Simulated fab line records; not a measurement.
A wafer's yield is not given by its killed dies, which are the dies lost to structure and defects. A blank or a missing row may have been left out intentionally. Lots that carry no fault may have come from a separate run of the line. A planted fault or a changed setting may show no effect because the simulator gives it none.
Split-lot experiment -- flow sfq-line -- 16 wafers read from 5 lots, route of 325 steps

## SPLIT DETAILS
At SFQ_TRILAYER_M3_LITHO_COAT_080 (resist thk 62 nm), the setting spin-rpm was moved away from the recipe's 3000 rpm on 3 of the 16 wafers read, by -3.0% to +6.3%. The other wafers ran this setting at the recipe's value.

Split to reading: the file shows no intervening step.

## THE READING
etch.depth-nm (the simulator's own value, which no gauge read), in nm, at SFQ_TRILAYER_M3_BARC_OPEN_METAL_ETCH_100 (etches BARC in O2, target depth 125 nm, time 41.7 s). No usual value for it is given in the file. Here, 13 wafers ran the recipe; their average is 62.08 nm with a standard deviation of 0.12 nm.

wafer,"tool, chamber at the split","spin-rpm as run, rpm",against the recipe,"etch.depth-nm, nm",against lot-mates on the recipe
L075.1,"litho-track-04, 0",3000,recipe,62.02,-
L075.3,"litho-track-04, 0",2932,-2.3%,62.67,+0.66
L075.4,"litho-track-04, 0",3000,recipe,62,-
L077.2,"litho-track-02, 0",3000,recipe,61.89,-
L077.3,"litho-track-02, 0",2910,-3.0%,62.92,+0.99
L077.4,"litho-track-02, 0",3000,recipe,61.97,-
L078.1,"litho-track-04, 0",3000,recipe,62.05,-
L078.3,"litho-track-04, 0",3000,recipe,62.33,-
L078.4,"litho-track-04, 0",3000,recipe,62.25,-
L078.5,"litho-track-04, 0",3000,recipe,62.14,-
L078.6,"litho-track-04, 0",3000,recipe,61.98,-
L079.4,"litho-track-02, 0",3000,recipe,62.05,-
L079.5,"litho-track-02, 0",3189,+6.3%,60.34,-1.71
L082.1,"litho-track-02, 0",3000,recipe,62.07,-
L082.4,"litho-track-02, 0",3000,recipe,62.07,-
L082.2,"litho-track-02, 0",3000,recipe,62.27,-

THE FIT
A straight line over all 16 wafers: etch.depth-nm changes by -0.275 nm for each +1% of spin-rpm; r = -0.98; the points scatter about the line by 0.12 nm.
The same after taking each lot's own level away (the mean of its wafers on the recipe; 16 wafers): -0.283 nm for each +1%; r = -0.98; scatter 0.098 nm.
On that fit, the largest move of spin-rpm shifts the reading by 1.8 nm.
Measured against the standard deviation above, the lots' own levels, which go from 61.930 to 62.150 nm, span 1.8 times it.
Consequently the slope shifts little with the lot-to-lot level, the two slopes agreeing.
Check: -1.99 nm against its lot-mates is what the line predicts for one of the wafers moved furthest among these (+6.3%) when that wafer is left out of the fit. It came out at -1.71 nm against them.

## THESE WAFERS: OTHER SPLITS
Other splits were also applied to these wafers ahead of the reading. Each is held against what the fit with the lots' levels taken away leaves over:
other split on the same wafers,wafers away from the commonest value,r with etch.depth-nm (lot level and that fit taken away)
SFQ_TRILAYER_I2_CMP_CMP_064 leave-above-ref-nm,6,+0.18
SFQ_TRILAYER_I2_VIA_LITHO_COAT_067 resist-thk-nm,5,-0.41
SFQ_TRILAYER_I2_VIA_LITHO_EXPOSE_068 dose-mj,6,-0.19

## THE WHOLE CHAIN: every reading that the file lists as answering this split, in the file's order
step,what it does,reading,change (the file's fit),r (the file's)
SFQ_TRILAYER_M3_LITHO_COAT_080,resist thk 62 nm,"BARC_of_TRILAYER_M3_LITHO_COAT_080.thk-nm (the simulator's own value, which no gauge read)",-0.298 nm for each +1% of the setting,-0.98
SFQ_TRILAYER_M3_BARC_OPEN_METAL_ETCH_100,"etches BARC in O2, target depth 125 nm, time 41.7 s","etch.depth-nm (the simulator's own value, which no gauge read)",-0.287 nm for each +1% of the setting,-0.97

## THE FILE'S OWN FIT
etch.depth-nm changes by -0.287 nm for each +1% of spin-rpm, r = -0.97.
